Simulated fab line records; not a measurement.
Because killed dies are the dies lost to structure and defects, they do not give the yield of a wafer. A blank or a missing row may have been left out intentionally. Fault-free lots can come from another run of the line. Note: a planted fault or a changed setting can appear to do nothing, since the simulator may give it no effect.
Which tool did it? || flow sky130 || Sampling: 12 lots, 36 wafers, 4 of 708 route steps

## WHAT EACH GAUGE READ, for each wafer
SKY_POLY_GATE_OVL_MEAS_14. Usual: POLY_GATE_OVL gives 2 nm (standard deviation 5.9).
{"lot": "L253", "measured": "day 16 17:16", "on": "overlay-01", "POLY_GATE_OVL (nm)": "9 8 3", "flag": ""}
{"lot": "L254", "measured": "day 16 22:52", "on": "overlay-02", "POLY_GATE_OVL (nm)": "-2 0 0", "flag": ""}
{"lot": "L255", "measured": "day 17 06:22", "on": "overlay-02", "POLY_GATE_OVL (nm)": "8 11 6", "flag": ""}
{"lot": "L256", "measured": "day 17 20:32", "on": "overlay-01", "POLY_GATE_OVL (nm)": "2 8 9", "flag": ""}
{"lot": "L259", "measured": "day 18 23:55", "on": "overlay-02", "POLY_GATE_OVL (nm)": "0 2 13", "flag": ""}
{"lot": "L260", "measured": "day 19 09:30", "on": "overlay-01", "POLY_GATE_OVL (nm)": "0 -3 -10", "flag": ""}
{"lot": "L267", "measured": "day 21 23:43", "on": "overlay-02", "POLY_GATE_OVL (nm)": "-3 -1 -5", "flag": ""}
{"lot": "L269", "measured": "day 22 16:13", "on": "overlay-02", "POLY_GATE_OVL (nm)": "-7 0 3", "flag": ""}
{"lot": "L270", "measured": "day 23 00:39", "on": "overlay-01", "POLY_GATE_OVL (nm)": "-1 5 3", "flag": ""}
{"lot": "L271", "measured": "day 23 14:16", "on": "overlay-02", "POLY_GATE_OVL (nm)": "13 8 6", "flag": ""}
{"lot": "L273", "measured": "day 24 06:10", "on": "overlay-02", "POLY_GATE_OVL (nm)": "12 6 7", "flag": ""}
{"lot": "L274", "measured": "day 24 14:56", "on": "overlay-02", "POLY_GATE_OVL (nm)": "-8 -2 3", "flag": ""}

SKY_LDD_HVN_TW_MEAS_10. Usual: LDD_HVN_TW gives 1449 (standard deviation 10).
{"lot": "L253", "measured": "day 20 16:32", "on": "film metro-04", "LDD_HVN_TW": "1440 1445 1440", "flag": ""}
{"lot": "L254", "measured": "day 20 22:53", "on": "film metro-02", "LDD_HVN_TW": "1467 1461 1467", "flag": ""}
{"lot": "L255", "measured": "day 21 06:22", "on": "film metro-04", "LDD_HVN_TW": "1443 1452 1437", "flag": ""}
{"lot": "L256", "measured": "day 21 20:05", "on": "film metro-03", "LDD_HVN_TW": "1442 1439 1439", "flag": ""}
{"lot": "L259", "measured": "day 22 23:41", "on": "film metro-03", "LDD_HVN_TW": "1385 1379 1385", "flag": "OFF"}
{"lot": "L260", "measured": "day 23 08:55", "on": "film metro-02", "LDD_HVN_TW": "1405 1408 1407", "flag": "OFF"}
{"lot": "L267", "measured": "day 25 21:07", "on": "film metro-04", "LDD_HVN_TW": "1441 1446 1450", "flag": ""}
{"lot": "L269", "measured": "day 26 12:46", "on": "film metro-02", "LDD_HVN_TW": "1459 1459 1457", "flag": ""}
{"lot": "L270", "measured": "day 26 19:53", "on": "film metro-04", "LDD_HVN_TW": "1437 1441 1437", "flag": ""}
{"lot": "L271", "measured": "day 27 10:04", "on": "film metro-03", "LDD_HVN_TW": "1448 1441 1450", "flag": ""}
{"lot": "L273", "measured": "day 28 01:56", "on": "film metro-02", "LDD_HVN_TW": "1464 1461 1457", "flag": ""}
{"lot": "L274", "measured": "day 28 09:22", "on": "film metro-02", "LDD_HVN_TW": "1454 1458 1461", "flag": ""}

## TOOL THAT RAN EACH LOT (tool first, then ch and the chambers of the sampled wafers, then the start)
{"lot": "L253", "SKY_POLY_GATE_STRIP_18": "plasma asher-01 ch 0,1, day 16 17:31", "SKY_LDD_HVN_IMPLANT_08": "implanter-02 ch 0, day 20 16:18"}
{"lot": "L254", "SKY_POLY_GATE_STRIP_18": "plasma asher-01 ch 0,1, day 16 23:08", "SKY_LDD_HVN_IMPLANT_08": "implanter-04 ch 0, day 20 22:39"}
{"lot": "L255", "SKY_POLY_GATE_STRIP_18": "plasma asher-01 ch 0,1, day 17 06:38", "SKY_LDD_HVN_IMPLANT_08": "implanter-04 ch 0, day 21 06:07"}
{"lot": "L256", "SKY_POLY_GATE_STRIP_18": "plasma asher-01 ch 0, day 17 20:49", "SKY_LDD_HVN_IMPLANT_08": "implanter-03 ch 0, day 21 19:50"}
{"lot": "L259", "SKY_POLY_GATE_STRIP_18": "plasma asher-01 ch 0,1, day 19 00:13", "SKY_LDD_HVN_IMPLANT_08": "implanter-04 ch 0, day 22 23:28"}
{"lot": "L260", "SKY_POLY_GATE_STRIP_18": "plasma asher-02 ch 0,1, day 19 09:46", "SKY_LDD_HVN_IMPLANT_08": "implanter-04 ch 0, day 23 08:40"}
{"lot": "L267", "SKY_POLY_GATE_STRIP_18": "plasma asher-04 ch 0,1, day 21 23:59", "SKY_LDD_HVN_IMPLANT_08": "implanter-02 ch 0, day 25 20:52"}
{"lot": "L269", "SKY_POLY_GATE_STRIP_18": "plasma asher-02 ch 0,1, day 22 16:29", "SKY_LDD_HVN_IMPLANT_08": "implanter-02 ch 0, day 26 12:31"}
{"lot": "L270", "SKY_POLY_GATE_STRIP_18": "plasma asher-02 ch 0,1, day 23 00:55", "SKY_LDD_HVN_IMPLANT_08": "implanter-02 ch 0, day 26 19:38"}
{"lot": "L271", "SKY_POLY_GATE_STRIP_18": "plasma asher-02 ch 0,1, day 23 14:32", "SKY_LDD_HVN_IMPLANT_08": "implanter-04 ch 0, day 27 09:49"}
{"lot": "L273", "SKY_POLY_GATE_STRIP_18": "plasma asher-04 ch 0,1, day 24 06:27", "SKY_LDD_HVN_IMPLANT_08": "implanter-04 ch 0, day 28 01:43"}
{"lot": "L274", "SKY_POLY_GATE_STRIP_18": "plasma asher-01 ch 0,1, day 24 15:13", "SKY_LDD_HVN_IMPLANT_08": "implanter-04 ch 0, day 28 09:07"}
- SKY_POLY_GATE_STRIP_18: strips in O2/N2.
- SKY_LDD_HVN_IMPLANT_08

## WHAT THE TOOLS THEMSELVES READ (means of the sampled wafers that have a number; where no wafer has one, the mark that the record gives instead)
SKY_POLY_GATE_STRIP_18. Usual: drypump motor current A 5.8 A, standard deviation 0.42; oes product au 0.361 a.u., standard deviation 0.0045; strip time to endpoint s 3.17 s, standard deviation 0.032.
{"lot": "L253", "tool": "plasma asher-01", "drypump motor current A (A)": 5.3, "oes product au (a.u.)": 0.360, "strip time to endpoint s (s)": 3.17, "flag": ""}
{"lot": "L254", "tool": "plasma asher-01", "drypump motor current A (A)": 5.3, "oes product au (a.u.)": 0.358, "strip time to endpoint s (s)": 3.16, "flag": ""}
{"lot": "L255", "tool": "plasma asher-01", "drypump motor current A (A)": 5.3, "oes product au (a.u.)": 0.359, "strip time to endpoint s (s)": 3.18, "flag": ""}
{"lot": "L256", "tool": "plasma asher-01", "drypump motor current A (A)": 5.1, "oes product au (a.u.)": 0.359, "strip time to endpoint s (s)": 3.15, "flag": ""}
{"lot": "L259", "tool": "plasma asher-01", "drypump motor current A (A)": 5.6, "oes product au (a.u.)": 0.359, "strip time to endpoint s (s)": 3.18, "flag": ""}
{"lot": "L260", "tool": "plasma asher-02", "drypump motor current A (A)": 6.0, "oes product au (a.u.)": 0.359, "strip time to endpoint s (s)": 3.15, "flag": ""}
{"lot": "L267", "tool": "plasma asher-04", "drypump motor current A (A)": 6.1, "oes product au (a.u.)": 0.363, "strip time to endpoint s (s)": 3.21, "flag": ""}
{"lot": "L269", "tool": "plasma asher-02", "drypump motor current A (A)": 5.8, "oes product au (a.u.)": 0.360, "strip time to endpoint s (s)": 3.20, "flag": ""}
{"lot": "L270", "tool": "plasma asher-02", "drypump motor current A (A)": 6.0, "oes product au (a.u.)": 0.359, "strip time to endpoint s (s)": 3.17, "flag": ""}
{"lot": "L271", "tool": "plasma asher-02", "drypump motor current A (A)": 5.8, "oes product au (a.u.)": 0.361, "strip time to endpoint s (s)": 3.17, "flag": ""}
{"lot": "L273", "tool": "plasma asher-04", "drypump motor current A (A)": 6.1, "oes product au (a.u.)": 0.358, "strip time to endpoint s (s)": 3.18, "flag": ""}
{"lot": "L274", "tool": "plasma asher-01", "drypump motor current A (A)": 5.6, "oes product au (a.u.)": 0.364, "strip time to endpoint s (s)": 3.13, "flag": ""}

## THE ANSWER, worked out from the rows above alone
Rule: a lot counts as off when the mean over its wafers that have a number is more than 3 standard deviations away from the usual mean. A lot without any number at a reading at which 4 lots or more have one is off too. The other lots that the step has rows for count as sound. First the gauges in route order, then the tools' own readings, where a lot's mean is used as printed above. At the first step where some lot is off, the reading lying furthest off is the one used; lots without a number count as furthest.
Off: at SKY_LDD_HVN_TW_MEAS_10 (LDD_HVN_TW), L259, L260.
A tool fits if, at a process step before that reading, it ran every lot that is off, and no sound lot after the first of them. Gauges at SKY_LDD_HVN_TW_MEAS_10: tried the same way as those tools. Of those tried, none fits.

## WHAT THE SIMULATOR HAD INSERTED
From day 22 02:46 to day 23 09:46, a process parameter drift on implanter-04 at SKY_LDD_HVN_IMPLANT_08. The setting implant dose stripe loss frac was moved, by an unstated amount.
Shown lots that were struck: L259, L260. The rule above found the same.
